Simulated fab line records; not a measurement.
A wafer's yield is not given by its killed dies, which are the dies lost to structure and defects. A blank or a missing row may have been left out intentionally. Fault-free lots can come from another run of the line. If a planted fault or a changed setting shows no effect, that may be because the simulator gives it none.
fab line records	flow sky130
[record] lots = 13	wafers = 39	last_day = 50
route steps=708 shown METAL4@630 VIA4@640 PAD_OPEN@708
lots that met no fault: taken from a fault-free run of the same line
start_h: the number of hours between the record's first day and the start of the first shown wafer of the lot	wait_h: hours since the lot's step before	" the same as in the row above	L1.1+2: several wafers, shown together as one row	- no value, or no start was given	* or withheld: withheld	< > ~ a bound
route shown NAME@n: a module of which the file shows steps, and the number in the route of the first	usual: mean/standard deviation of fault-free wafers	same: alike in all rows	chamber/n: place in a boat	sites: readings site by site	_std_site: standard deviation across them	_edge_site: outer sites' mean less inner sites'	radius_mm: how far each site lies from the wafer's centre	mask NAME#n: copy n	behind: the last tool/chamber to shape the wafer	hold: the reason the lot was held/the length of the hold in hours/how it ended	device: transistor that didn't switch, given as n, p or np	end of line: at the end of the route, the tests of the same wafers	where a step has no rows: the recipe by itself	killed: count of dies lost to structure and defects at first sort (not the wafer's yield)	map: the dies of a wafer, with x for killed, . for not killed, _ for no die there
set.NAME: the setting that was run; set.NAME@STEP: the one run at that earlier step	model.NAME: the simulator's own value behind a step, which no gauge read
one table for each step of the route and one row for each wafer, over a sample of lots
services: a tool's chamber out of use, with start hour (start_h, from the record's first day; less than 0 if before it), hours out, and reason
[[steps]]
[step SKY_METAL4_OVL_MEAS_14]
[usual] METAL4_OVL = 3/5.6
lot.wafer	tool	chamber	start_h	wait_h	METAL4_OVL[nm]
L225.1	overlay-01	-	969.43	0.1	-3
L225.5	"	-	"	"	2
L225.6	"	-	"	"	1
L226.1	overlay-02	-	976.73	0.1	1
L226.2	"	-	"	"	2
L226.5	"	-	"	"	-2
L227.1	overlay-01	-	989.37	0.1	4
L227.2	"	-	"	"	-12
L227.4	"	-	"	"	1
L228.2	overlay-02	-	989.74	0.1	-2
L228.4	"	-	"	"	11
L228.5	"	-	"	"	3
L229.3	overlay-02	-	998.50	0.1	12
L229.4	"	-	"	"	3
L229.6	"	-	"	"	10
L230.2	overlay-02	-	1007.19	0.1	0
L230.4	"	-	"	"	6
L230.5	"	-	"	"	7
L231.3	overlay-01	-	1009.19	0.1	12
L231.5	"	-	"	"	9
L231.6	"	-	"	"	3
L235.3	overlay-01	-	1039.64	0.1	3
L235.5	"	-	"	"	-2
L235.6	"	-	"	"	-2
L236.1	overlay-02	-	1040.27	0.1	8
L236.3	"	-	"	"	6
L236.5	"	-	"	"	2
L237.2	overlay-02	-	1051.78	0.1	5
L237.3	"	-	"	"	-2
L237.6	"	-	"	"	2
L238.2	overlay-02	-	1061.73	0.1	1
L238.5	"	-	"	"	1
L238.6	"	-	"	"	6
L246.2	overlay-01	-	1108.14	0.1	7
L246.3	"	-	"	"	8
L246.5	"	-	"	"	6
L248.2	overlay-02	-	1117.55	0.1	2
L248.5	"	-	"	"	6
L248.6	"	-	"	"	3
[step SKY_VIA4_THK_MEAS_01]
[recipe] reads = SiO2_of_VIA4_HDPCVD_00
[usual] VIA4_HDPCVD_THK = 1753/23
lot.wafer	tool	chamber	start_h	wait_h	VIA4_HDPCVD_THK[nm]
L225.1	film_metro-02	-	970.57	0.1	1760
L225.5	"	-	"	"	1762
L225.6	"	-	"	"	1720
L226.1	film_metro-03	-	977.90	0.1	1768
L226.2	"	-	"	"	1713
L226.5	"	-	"	"	1746
L227.1	film_metro-01	-	990.55	0.1	1738
L227.2	"	-	"	"	1771
L227.4	"	-	"	"	1778
L228.2	film_metro-01	-	990.88	0.1	1736
L228.4	"	-	"	"	1780
L228.5	"	-	"	"	1742
L229.3	film_metro-02	-	999.99	0.2	1803
L229.4	"	-	"	"	1759
L229.6	"	-	"	"	1786
L230.2	film_metro-01	-	1008.48	0.1	1727
L230.4	"	-	"	"	1730
L230.5	"	-	"	"	1773
L231.3	film_metro-02	-	1010.50	0.1	1731
L231.5	"	-	"	"	1721
L231.6	"	-	"	"	1740
L235.3	film_metro-03	-	1040.78	0.1	1756
L235.5	"	-	"	"	1760
L235.6	"	-	"	"	1745
L236.1	film_metro-02	-	1041.62	0.1	1753
L236.3	"	-	"	"	1763
L236.5	"	-	"	"	1782
L237.2	film_metro-02	-	1053.09	0.1	1721
L237.3	"	-	"	"	1756
L237.6	"	-	"	"	1754
L238.2	film_metro-03	-	1063.04	0.1	1735
L238.5	"	-	"	"	1732
L238.6	"	-	"	"	1763
L246.2	film_metro-01	-	1109.32	0.1	1785
L246.3	"	-	"	"	1771
L246.5	"	-	"	"	1783
L248.2	film_metro-02	-	1118.76	0.1	1757
L248.5	"	-	"	"	1761
L248.6	"	-	"	"	1777
[step SKY_VIA4_DEVELOP_10]
[recipe] resist = NOVOLAK	developer = TMAH	develop_time_s = 60	dev_temp_c = 23
[usual] developer_temp_C = 23.01/0.11
lot.wafer	tool	chamber	start_h	wait_h	developer_temp_C
L225.1	litho_track-02	0	994.21	0.1	22.75
L225.5	"	0	"	"	23.01
L225.6	"	0	"	"	22.99
L226.1	litho_track-02	0	1000.21	0.1	23.08
L226.2	"	0	"	"	22.89
L226.5	"	0	"	"	23.03
L227.1	litho_track-01	0	1013.21	0.1	23.13
L227.2	"	0	"	"	22.80
L227.4	"	0	"	"	23.06
L228.2	litho_track-04	0	1013.73	0.1	22.90
L228.4	"	0	"	"	22.86
L228.5	"	0	"	"	22.97
L229.3	litho_track-02	0	1022.41	0.1	23.02
L229.4	"	0	"	"	23.11
L229.6	"	0	"	"	23.01
L230.2	litho_track-02	0	1030.34	0.1	23.01
L230.4	"	0	"	"	22.92
L230.5	"	0	"	"	23.00
L231.3	litho_track-02	0	1032.17	0.1	22.93
L231.5	"	0	"	"	22.97
L231.6	"	0	"	"	22.81
L235.3	litho_track-04	0	1062.35	0.1	23.02
L235.5	"	0	"	"	23.08
L235.6	"	0	"	"	23.06
L236.1	litho_track-01	0	1063.11	0.1	22.79
L236.3	"	0	"	"	23.02
L236.5	"	0	"	"	22.95
L237.2	litho_track-01	0	1074.64	0.1	25.44
L237.3	"	0	"	"	25.56
L237.6	"	0	"	"	25.18
L238.2	litho_track-01	0	1083.74	0.1	25.34
L238.5	"	0	"	"	25.33
L238.6	"	0	"	"	25.29
L246.2	litho_track-04	0	1127.58	0.1	22.92
L246.3	"	0	"	"	23.07
L246.5	"	0	"	"	23.31
L248.2	litho_track-04	0	1136.83	0.1	23.07
L248.5	"	0	"	"	22.92
L248.6	"	0	"	"	22.94
[step SKY_VIA4_ETCH_12]
[recipe] target = SiO2	chemistry = C4F8/O2/Ar	stop_on = TiN	mask_material = NOVOLAK	source_w = 1500	bias_w = 1200	pressure_mtorr = 40	c4f8_flow_sccm = withheld	O2_flow_sccm = 6	Ar_flow_sccm = 300	time_s = withheld	target_depth_a = 5800
[usual] oes_product_au = 0.926/0.0046
lot.wafer	tool	chamber	start_h	wait_h	oes_product_au
L225.1	rie_diel-03	1	994.40	0.0	0.927
L225.5	"	3	"	"	0.923
L225.6	"	0	"	"	0.926
L226.1	rie_diel-04	1	1000.40	0.0	0.926
L226.2	"	0	"	"	0.937
L226.5	"	2	"	"	0.927
L227.1	rie_diel-04	2	1013.40	0.0	0.926
L227.2	"	3	"	"	0.931
L227.4	"	1	"	"	0.921
L228.2	rie_diel-04	0	1013.89	0.0	0.932
L228.4	"	3	"	"	0.927
L228.5	"	3	"	"	0.921
L229.3	rie_diel-03	2	1022.55	0.0	0.925
L229.4	"	0	"	"	0.924
L229.6	"	1	"	"	0.923
L230.2	rie_diel-02	1	1030.50	0.0	0.919
L230.4	"	3	"	"	0.929
L230.5	"	2	"	"	0.923
L231.3	rie_diel-02	1	1032.30	0.0	0.923
L231.5	"	1	"	"	0.926
L231.6	"	2	"	"	0.931
L235.3	rie_diel-03	1	1062.50	0.0	0.927
L235.5	"	0	"	"	0.919
L235.6	"	1	"	"	0.925
L236.1	rie_diel-04	2	1063.30	0.0	0.915
L236.3	"	1	"	"	0.924
L236.5	"	3	"	"	0.924
L237.2	rie_diel-04	0	1074.80	0.0	0.927
L237.3	"	2	"	"	0.929
L237.6	"	0	"	"	0.925
L238.2	rie_diel-04	3	1083.90	0.0	0.929
L238.5	"	1	"	"	0.920
L238.6	"	0	"	"	0.928
L246.2	rie_diel-03	2	1127.74	0.0	0.925
L246.3	"	1	"	"	0.929
L246.5	"	2	"	"	0.930
L248.2	rie_diel-03	1	1136.99	0.0	0.934
L248.5	"	3	"	"	0.921
L248.6	"	2	"	"	0.920
[step SKY_PAD_OPEN_PROBE_99]
[usual] defect_limited_yield = 82.8/1.9	killed_at_M0_to_M3 = 42/6.3	killed_at_M4_up = 3.2/1.9	killed_at_contacts = 24/5.8	killed_at_front_end = 15/4.3	killed_at_other = 0.2/0.62	killed_dies = 85/9.3	killed_open = 46/6.8	killed_short = 38/6.1	sort_bin_3_pad_short = 0.8/0.43	sort_bin_5_function = 10.2/1.5	sort_bin_6_memory = 6.2/1.1	sort_n_pass = 407/9.3	sort_yield_pct = 82.8/1.9
[same] gross_dies = 492	killed_at_back_side = 0	sort_bin_4_leakage[%] = 0	sort_bin_8_speed[%] = 0
lot.wafer	tool	chamber	start_h	wait_h	defect_limited_yield[%]	killed_at_M0_to_M3	killed_at_M4_up	killed_at_contacts	killed_at_front_end	killed_at_other	killed_dies	killed_open	killed_short	sort_bin_3_pad_short[%]	sort_bin_5_function[%]	sort_bin_6_memory[%]	sort_n_pass	sort_yield_pct[%]
L225.1	prober-02	-	1064.27	0.1	79.5	37	9	42	13	0	101	43	58	0.8	12.6	7.1	391	79.5
L225.5	prober-02	-	1064.47	0.2	83.3	48	1	20	13	0	82	53	29	1.2	10.0	5.5	410	83.3
L225.6	prober-02	-	1064.52	0.2	84.6	33	2	21	20	0	76	33	43	0.8	8.3	6.3	416	84.6
L226.1	prober-01	-	1070.92	0.1	81.1	53	4	25	11	0	93	51	42	0.8	10.2	7.9	399	81.1
L226.2	prober-01	-	1070.97	0.1	81.9	48	5	30	6	0	89	45	44	1.0	11.4	5.7	403	81.9
L226.5	prober-01	-	1071.12	0.2	81.3	49	2	17	24	0	92	45	46	0.4	11.6	6.7	400	81.3
L227.1	prober-02	-	1081.55	0.1	81.5	42	7	30	12	0	91	41	50	0.2	12.0	6.3	401	81.5
L227.2	prober-02	-	1081.60	0.1	82.9	40	4	26	14	0	84	42	42	1.0	10.2	5.9	408	82.9
L227.4	prober-02	-	1081.70	0.2	81.9	43	5	25	16	0	89	46	43	1.4	11.0	5.7	403	81.9
L228.2	prober-01	-	1083.10	0.1	81.9	47	1	16	25	0	89	52	37	1.2	9.1	7.7	403	81.9
L228.4	prober-01	-	1083.20	0.2	83.5	41	2	20	18	0	81	46	35	0.4	11.4	4.7	411	83.5
L228.5	prober-01	-	1083.25	0.2	81.5	40	5	21	25	0	91	52	39	1.2	10.0	7.3	401	81.5
L229.3	prober-02	-	1092.92	0.2	84.8	36	3	18	18	0	75	37	38	1.0	9.6	4.7	417	84.8
L229.4	prober-02	-	1092.97	0.2	86.8	30	1	20	14	0	65	32	33	1.0	7.7	4.5	427	86.8
L229.6	prober-02	-	1093.07	0.2	83.1	43	1	23	16	0	83	52	31	1.0	8.3	7.5	409	83.1
L230.2	prober-01	-	1096.96	0.1	81.7	48	3	20	19	0	90	52	37	1.2	10.4	6.7	402	81.7
L230.4	prober-01	-	1097.06	0.2	85.2	38	2	19	14	0	73	33	40	1.4	8.3	5.1	419	85.2
L230.5	prober-01	-	1097.11	0.2	84.3	36	3	22	16	0	77	32	44	0.8	9.3	5.5	415	84.3
L231.3	prober-02	-	1101.24	0.2	87.4	33	3	16	9	1	62	35	27	0.4	7.3	4.9	430	87.4
L231.5	prober-02	-	1101.34	0.2	84.3	45	2	15	15	0	77	35	42	1.6	7.3	6.7	415	84.3
L231.6	prober-02	-	1101.39	0.2	85.8	40	1	20	8	1	70	37	33	0.4	8.7	5.1	422	85.8
L235.3	prober-02	-	1127.34	0.2	83.9	38	5	22	14	0	79	39	40	1.2	9.8	5.1	413	83.9
L235.5	prober-02	-	1127.44	0.2	83.1	41	1	27	14	0	83	39	44	0.6	9.8	6.5	409	83.1
L235.6	prober-02	-	1127.49	0.2	83.5	38	4	17	22	0	81	43	37	0.4	11.6	4.5	411	83.5
L236.1	prober-01	-	1127.94	0.1	82.7	35	4	30	16	0	85	47	36	1.2	9.1	6.9	407	82.7
L236.3	prober-01	-	1128.04	0.2	81.3	49	2	26	14	1	92	50	41	0.6	13.4	4.7	400	81.3
L236.5	prober-01	-	1128.14	0.2	85.8	26	2	28	14	0	70	40	30	0.4	8.7	5.1	422	85.8
L237.2	prober-02	-	1139.49	0.1	85.6	33	2	23	12	1	71	34	34	1.0	8.1	5.3	421	85.6
L237.3	prober-02	-	1139.54	0.2	85.2	32	2	18	21	0	73	43	30	1.2	9.1	4.5	419	85.2
L237.6	prober-02	-	1139.69	0.2	82.9	42	1	28	12	1	84	44	37	0.6	9.8	6.7	408	82.9
L238.2	prober-01	-	1146.43	0.1	82.5	49	2	22	13	0	86	48	38	0.4	10.0	7.1	406	82.5
L238.5	prober-01	-	1146.58	0.2	81.9	42	3	22	22	0	89	46	43	0.4	11.4	6.3	403	81.9
L238.6	prober-01	-	1146.63	0.2	84.3	39	4	20	14	0	77	42	35	0.8	8.9	5.9	415	84.3
L246.2	prober-01	-	1185.96	0.1	83.5	50	7	16	8	0	81	40	39	0.2	11.0	5.3	411	83.5
L246.3	prober-01	-	1186.01	0.2	83.7	38	4	24	14	0	80	42	38	0.8	8.5	6.9	412	83.7
L246.5	prober-01	-	1186.11	0.2	83.5	44	2	21	14	0	81	37	44	1.0	9.8	5.7	411	83.5
L248.2	prober-01	-	1193.57	0.1	80.7	42	7	27	18	1	95	51	39	0.4	12.4	6.5	397	80.7
L248.5	prober-01	-	1193.72	0.2	81.7	52	2	27	9	0	90	57	30	0.8	12.0	5.5	402	81.7
L248.6	prober-01	-	1193.77	0.2	83.5	32	8	28	13	0	81	41	39	1.4	8.5	6.5	411	83.5
// killed by level:class
L225.1 LOCAL_INTERCONNECT:geometric_particle:short=12 CONTACT:geometric_particle:open=12 LI_CONTACT:geometric_particle:open=8 METAL4:geometric_particle:short=8 FIELD_ISO:geometric_particle:short=6 VIA1:geometric_particle:open=6 METAL1:geometric_particle:short=6 CONTACT:geometric_particle:short=6
L225.5 VIA1:geometric_particle:open=18 LI_CONTACT:geometric_particle:open=8 CONTACT:geometric_particle:open=8 VIA1:geometric_particle:short=7 VIA3:geometric_particle:open=5 POLY_GATE:geometric_particle:open=4 METAL1:geometric_particle:short=4 VIA2:geometric_particle:short=4
L225.6 FIELD_ISO:geometric_particle:short=8 VIA1:geometric_particle:open=8 LOCAL_INTERCONNECT:geometric_particle:short=7 LI_CONTACT:geometric_particle:open=6 FIELD_ISO:geometric_particle:open=5 METAL2:geometric_particle:short=5 VIA2:geometric_particle:short=5 POLY_GATE:geometric_particle:short=4
L226.1 METAL2:geometric_particle:short=11 VIA2:geometric_particle:open=11 LI_CONTACT:geometric_particle:open=8 CONTACT:geometric_particle:open=7 VIA3:geometric_particle:open=6 CONTACT:geometric_particle:short=5 VIA1:geometric_particle:open=5 POLY_GATE:geometric_particle:open=4
L226.2 VIA1:geometric_particle:open=12 METAL2:geometric_particle:short=8 VIA3:geometric_particle:open=8 CONTACT:geometric_particle:short=7 CONTACT:geometric_particle:open=7 LI_CONTACT:geometric_particle:open=6 VIA1:geometric_particle:short=6 VIA2:geometric_particle:open=6
L226.5 VIA1:geometric_particle:open=11 FIELD_ISO:geometric_particle:short=9 VIA2:geometric_particle:open=7 METAL2:geometric_particle:short=6 VIA3:geometric_particle:open=6 POLY_GATE:geometric_particle:open=5 CONTACT:geometric_particle:short=5 CONTACT:geometric_particle:open=5
L227.1 VIA1:geometric_particle:open=10 CONTACT:geometric_particle:short=8 CONTACT:geometric_particle:open=7 METAL4:geometric_particle:short=7 LI_CONTACT:geometric_particle:open=6 METAL1:geometric_particle:short=6 METAL2:geometric_particle:short=5 LI_CONTACT:geometric_particle:short=4
L227.2 VIA1:geometric_particle:open=9 CONTACT:geometric_particle:open=8 LI_CONTACT:geometric_particle:open=7 METAL1:geometric_particle:short=7 FIELD_ISO:geometric_particle:short=5 METAL2:geometric_particle:short=5 VIA2:geometric_particle:short=5 LOCAL_INTERCONNECT:geometric_particle:short=4
L227.4 VIA1:geometric_particle:open=12 VIA3:geometric_particle:open=8 LI_CONTACT:geometric_particle:open=7 FIELD_ISO:geometric_particle:short=6 CONTACT:geometric_particle:short=6 METAL2:geometric_particle:short=6 LOCAL_INTERCONNECT:geometric_particle:short=5 FIELD_ISO:geometric_particle:open=4
L228.2 VIA3:geometric_particle:open=8 VIA1:geometric_particle:open=7 VIA2:geometric_particle:open=7 CONTACT:geometric_particle:open=6 VIA1:geometric_particle:short=6 METAL2:geometric_particle:short=6 POLY_GATE:geometric_particle:short=5 FIELD_ISO:geometric_particle:short=4
L228.4 LI_CONTACT:geometric_particle:open=9 VIA3:geometric_particle:open=8 VIA1:geometric_particle:open=7 POLY_GATE:geometric_particle:open=5 VIA2:geometric_particle:short=5 VIA2:geometric_particle:open=5 POLY_GATE:geometric_particle:short=4 METAL1:geometric_particle:short=4
L228.5 VIA2:geometric_particle:open=9 CONTACT:geometric_particle:open=8 VIA1:geometric_particle:open=8 FIELD_ISO:geometric_particle:short=6 POLY_GATE:geometric_particle:open=6 VIA1:geometric_particle:short=5 SPACER:geometric_particle:open=4 METAL2:geometric_particle:short=4
L229.3 VIA1:geometric_particle:open=9 POLY_GATE:geometric_particle:short=6 LI_CONTACT:geometric_particle:open=6 METAL1:geometric_particle:short=6 CONTACT:geometric_particle:open=5 METAL2:geometric_particle:short=5 FIELD_ISO:geometric_particle:open=4 POLY_GATE:geometric_particle:open=4
L229.4 VIA1:geometric_particle:open=10 LI_CONTACT:geometric_particle:open=6 POLY_GATE:geometric_particle:short=4 POLY_GATE:geometric_particle:open=4 LI_CONTACT:geometric_particle:short=4 CONTACT:geometric_particle:open=4 METAL1:geometric_particle:short=4 METAL2:geometric_particle:short=4
L229.6 CONTACT:geometric_particle:open=11 VIA1:geometric_particle:open=11 VIA3:geometric_particle:open=8 METAL1:geometric_particle:short=7 FIELD_ISO:geometric_particle:open=5 LI_CONTACT:geometric_particle:open=5 CONTACT:geometric_particle:short=5 FIELD_ISO:geometric_particle:short=4
L230.2 VIA1:geometric_particle:open=9 VIA2:geometric_particle:open=8 CONTACT:geometric_particle:open=7 METAL2:geometric_particle:short=7 VIA3:geometric_particle:open=6 POLY_GATE:geometric_particle:open=5 LI_CONTACT:geometric_particle:short=5 LI_CONTACT:geometric_particle:open=5
L230.4 VIA2:geometric_particle:open=7 VIA1:geometric_particle:open=6 CONTACT:geometric_particle:open=6 VIA2:geometric_particle:short=5 FIELD_ISO:geometric_particle:short=4 POLY_GATE:geometric_particle:short=4 LI_CONTACT:geometric_particle:open=4 LOCAL_INTERCONNECT:geometric_particle:short=4
L230.5 LI_CONTACT:geometric_particle:open=6 VIA2:geometric_particle:open=6 POLY_GATE:geometric_particle:short=5 POLY_GATE:geometric_particle:open=5 VIA1:geometric_particle:short=5 CONTACT:geometric_particle:short=5 METAL1:geometric_particle:short=5 CONTACT:geometric_particle:open=4
L231.3 VIA1:geometric_particle:open=8 LI_CONTACT:geometric_particle:open=7 VIA3:geometric_particle:open=7 CONTACT:geometric_particle:open=6 METAL2:geometric_particle:short=6 VIA1:geometric_particle:short=5 FIELD_ISO:geometric_particle:short=4 FIELD_ISO:geometric_particle:open=3
L231.5 VIA1:geometric_particle:open=10 METAL2:geometric_particle:short=7 VIA1:geometric_particle:short=6 LOCAL_INTERCONNECT:geometric_particle:short=5 CONTACT:geometric_particle:open=5 VIA2:geometric_particle:open=5 POLY_GATE:geometric_particle:open=4 METAL1:geometric_particle:short=4
L231.6 VIA2:geometric_particle:open=7 CONTACT:geometric_particle:open=6 VIA1:geometric_particle:open=6 METAL2:geometric_particle:short=6 METAL3:geometric_particle:short=5 METAL1:geometric_particle:short=5 LI_CONTACT:geometric_particle:open=4 LOCAL_INTERCONNECT:geometric_particle:short=4
L235.3 VIA1:geometric_particle:open=15 CONTACT:geometric_particle:open=7 FIELD_ISO:geometric_particle:short=6 CONTACT:geometric_particle:short=6 VIA2:geometric_particle:open=5 FIELD_ISO:geometric_particle:open=4 METAL1:geometric_particle:short=4 LOCAL_INTERCONNECT:geometric_particle:short=4
L235.5 CONTACT:geometric_particle:open=12 METAL2:geometric_particle:short=12 POLY_GATE:geometric_particle:open=6 LOCAL_INTERCONNECT:geometric_particle:short=6 VIA1:geometric_particle:open=6 METAL1:geometric_particle:short=4 VIA1:geometric_particle:short=4 VIA2:geometric_particle:open=4
L235.6 VIA1:geometric_particle:open=12 METAL1:geometric_particle:short=7 CONTACT:geometric_particle:open=7 POLY_GATE:geometric_particle:open=6 FIELD_ISO:geometric_particle:open=5 POLY_GATE:geometric_particle:short=5 CONTACT:geometric_particle:short=5 VIA3:geometric_particle:open=4
L236.1 VIA1:geometric_particle:open=11 CONTACT:geometric_particle:open=10 LI_CONTACT:geometric_particle:open=8 LI_CONTACT:geometric_particle:short=6 METAL1:geometric_particle:short=5 VIA3:geometric_particle:open=5 FIELD_ISO:geometric_particle:open=4 FIELD_ISO:geometric_particle:short=4
L236.3 CONTACT:geometric_particle:open=11 VIA1:geometric_particle:open=11 LI_CONTACT:geometric_particle:open=9 METAL2:geometric_particle:short=8 METAL1:geometric_particle:short=7 FIELD_ISO:geometric_particle:short=6 CONTACT:geometric_particle:short=6 VIA2:geometric_particle:open=5
L236.5 CONTACT:geometric_particle:open=15 FIELD_ISO:geometric_particle:short=8 LI_CONTACT:geometric_particle:open=5 FIELD_ISO:geometric_particle:open=4 LI_CONTACT:geometric_particle:short=4 VIA2:geometric_particle:open=4 METAL2:geometric_particle:short=4 VIA3:geometric_particle:open=4
L237.2 VIA1:geometric_particle:open=10 CONTACT:geometric_particle:open=7 LI_CONTACT:geometric_particle:open=6 CONTACT:geometric_particle:short=5 METAL1:geometric_particle:short=5 POLY_GATE:geometric_particle:short=4 VIA1:geometric_particle:short=4 VIA2:geometric_particle:open=4
L237.3 VIA1:geometric_particle:open=10 FIELD_ISO:geometric_particle:open=8 CONTACT:geometric_particle:open=8 FIELD_ISO:geometric_particle:short=7 VIA3:geometric_particle:open=6 LI_CONTACT:geometric_particle:open=4 METAL1:geometric_particle:short=4 POLY_GATE:geometric_particle:short=3
L237.6 CONTACT:geometric_particle:open=11 LOCAL_INTERCONNECT:geometric_particle:short=8 VIA1:geometric_particle:open=8 VIA3:geometric_particle:short=6 LI_CONTACT:geometric_particle:open=5 METAL1:geometric_particle:short=5 VIA3:geometric_particle:open=5 METAL2:geometric_particle:short=5
L238.2 CONTACT:geometric_particle:open=11 VIA1:geometric_particle:open=10 VIA1:geometric_particle:short=9 VIA2:geometric_particle:open=9 LI_CONTACT:geometric_particle:open=5 METAL1:geometric_particle:short=5 VIA3:geometric_particle:open=5 POLY_GATE:geometric_particle:open=4
L238.5 FIELD_ISO:geometric_particle:short=11 VIA1:geometric_particle:open=11 VIA3:geometric_particle:open=8 VIA2:geometric_particle:open=7 LOCAL_INTERCONNECT:geometric_particle:short=6 LI_CONTACT:geometric_particle:open=5 CONTACT:geometric_particle:open=5 VIA1:geometric_particle:short=5
L238.6 VIA1:geometric_particle:open=14 CONTACT:geometric_particle:open=8 METAL1:geometric_particle:short=5 FIELD_ISO:geometric_particle:open=4 POLY_GATE:geometric_particle:open=4 LI_CONTACT:geometric_particle:short=4 CONTACT:geometric_particle:short=4 VIA1:geometric_particle:short=4
L246.2 VIA1:geometric_particle:open=12 METAL1:geometric_particle:short=7 VIA2:geometric_particle:open=7 CONTACT:geometric_particle:open=6 METAL2:geometric_particle:short=6 VIA3:geometric_particle:open=6 METAL4:geometric_particle:short=5 CONTACT:geometric_particle:short=4
L246.3 VIA1:geometric_particle:open=11 VIA3:geometric_particle:open=8 CONTACT:geometric_particle:open=7 LOCAL_INTERCONNECT:geometric_particle:short=6 LI_CONTACT:geometric_particle:short=5 METAL2:geometric_particle:short=5 FIELD_ISO:geometric_particle:open=4 POLY_GATE:geometric_particle:short=4
L246.5 VIA1:geometric_particle:open=11 METAL1:geometric_particle:short=8 LOCAL_INTERCONNECT:geometric_particle:short=7 VIA3:geometric_particle:open=7 FIELD_ISO:geometric_particle:short=6 LI_CONTACT:geometric_particle:short=5 METAL2:geometric_particle:short=5 VIA2:geometric_particle:open=4
L248.2 CONTACT:geometric_particle:open=12 FIELD_ISO:geometric_particle:short=7 VIA1:geometric_particle:open=7 LI_CONTACT:geometric_particle:open=7 METAL1:geometric_particle:short=7 METAL2:geometric_particle:short=6 VIA2:geometric_particle:open=5 LOCAL_INTERCONNECT:geometric_particle:short=5
L248.5 VIA1:geometric_particle:open=16 CONTACT:geometric_particle:open=8 LI_CONTACT:geometric_particle:open=7 VIA2:geometric_particle:open=7 VIA3:geometric_particle:open=6 LOCAL_INTERCONNECT:geometric_particle:short=5 METAL2:geometric_particle:short=5 VIA3:geometric_particle:short=4
L248.6 CONTACT:geometric_particle:open=10 VIA2:geometric_particle:open=9 CONTACT:geometric_particle:short=7 LOCAL_INTERCONNECT:geometric_particle:short=6 VIA1:geometric_particle:open=6 METAL4:geometric_particle:short=6 FIELD_ISO:geometric_particle:short=5 LI_CONTACT:geometric_particle:open=5
[[services]]
tool	chamber	start_h	hours	kind
rie_diel-02	0	973.59	4.4	repair
rie_diel-02	1	1000.80	5.6	repair
rie_diel-02	0	1010.48	22.9	repair
rie_diel-03	-	1028.30	0.7	repair
rie_diel-03	2	1044.13	3.0	repair
rie_diel-02	2	1088.83	7.5	repair
rie_diel-02	3	1099.72	9.5	repair
rie_diel-04	3	1109.51	-	clean
rie_diel-04	3	1109.51	17.7	scheduled_down
rie_diel-04	3	1109.51	17.7	vent_cycle
rie_diel-03	3	1117.66	16.2	repair
rie_diel-02	2	1134.17	3.9	repair
[[key]]
[first_sign] step = SKY_VIA4_DEVELOP_10	reading = developer_temp_C	direction = up	sigmas = 22	usual = *	struck = *
effect none on later readings
met_at SKY_VIA4_DEVELOP_10
struck_lots L237,L238
not_acting_at SKY_METAL4_OVL_MEAS_14,SKY_VIA4_THK_MEAS_01,SKY_VIA4_ETCH_12
onset_between 1063.11 1074.64
[fault] kind = process_parameter_drift	tool = litho_track-01	chamber = -	onset_h = 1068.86	steps = SKY_VIA4_DEVELOP_10	channel = dev_temp_c	offset = *	shape = step	end_h = 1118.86	acts_in = *	stated = *
